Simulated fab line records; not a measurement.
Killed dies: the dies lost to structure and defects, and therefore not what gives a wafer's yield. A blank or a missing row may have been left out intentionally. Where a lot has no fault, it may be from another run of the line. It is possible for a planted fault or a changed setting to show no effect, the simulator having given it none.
Problem report, 8D (eight disciplines) form, completed by code ; flow gf180mcu ; the parts of the form that need people (team, actions taken, sign-off) are left out

## 1. WHAT IS WRONG
Across 6 wafers from 2 lots, PSD_RS at GF_PSD_RS_MEAS_15 averages 112.7 ohm/sq, while fault-free wafers read 108.6 ohm/sq with a standard deviation of 0.3. That puts it +14 standard deviations away from the usual mean.
The step: measures by four-point-probe.
The first sign was on wafer L475.2 at day 18 19:15, on film-metro-04. The record has a number at this step for 33 wafers belonging to 11 lots. The rule behind "out" and "out of limits": a value lying over 4 standard deviations away from the usual mean. The rest of the wafers with a number are treated as sound.

## 2. WHAT IT IS, AND WHAT IT ISN'T
question;is;is not
which readings at this step;PSD_RS;-
which lots;L475, L477;L462, L464, L467, L468, L470, L472, L480, L484, L485
which wafers of those lots;all that have a number;-
read on which gauges;film-metro-02, film-metro-04;film-metro-01
when;from day 18 19:15;"up to then (18 sound wafers); but 9 sound wafers of L480, L484, L485 came after"

## 3. WHAT RULES OUT EACH SUSPECT
Counting: a tool at any process step up to the reading remains a suspect when it ran all the lots that are out and ran no sound lot after the first of those.
- ruled out: the gauge at GF_PSD_RS_MEAS_15. 2 gauges (film-metro-02, film-metro-04) read the wafers that are out.
- implanter-03 at GF_PSD_IMPLANT_09: ruled out as a lasting fault. Following L475 (day 18 18:41), the first lot on it that is out, the sound lots L485 were run on it.
Left after counting: nothing in the record.

## 4. THE CAUSE (what the simulator had put in)
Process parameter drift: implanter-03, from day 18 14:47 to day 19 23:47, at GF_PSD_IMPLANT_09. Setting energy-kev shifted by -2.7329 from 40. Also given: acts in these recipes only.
The count ruled it out by mistake, since the rule takes a fault to strike every lot its tool runs from the start of the fault on, and this one did not do so.

## 5. THE EFFECT CHAIN, in route order
Each row: a reading where the mean over the struck wafers with a number is more than 3 standard deviations away from the usual. Scope: only readings with a usual standard deviation given in the record; hours: median across lots of the time from each lot's start at the first step in this table that gives one to its start at this step; sigmas: change in usual standard deviations.
hours;step;reading;usual;on struck wafers;change;sigmas
0;GF_PSD_IMPLANT_09;beam-energy-keV;39.997;37.271;-2.726;-99 or more
0;GF_PSD_STRIP_10;strip-time-to-endpoint-s;16.54 s;16.30;-0.24;-5.4
1;GF_PSD_RS_MEAS_15;PSD_RS;108.6 ohm/sq;112.7;+4.1;+14
Here are the process steps it includes:
- GF_PSD_IMPLANT_09
- GF_PSD_STRIP_10: strips in O2/N2.

## 6. WHAT WOULD HAVE CAUGHT IT SOONER
Counted from the fault's start at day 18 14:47, it took 4 hours until the first out-of-limits reading at a measuring or inspecting step in this record, taken at day 18 19:15.
At GF_PSD_IMPLANT_09, the tool's own readings (beam-energy-keV) were out on each struck wafer the step has a row for, so an alarm limit on them would have fired on the first such wafer.
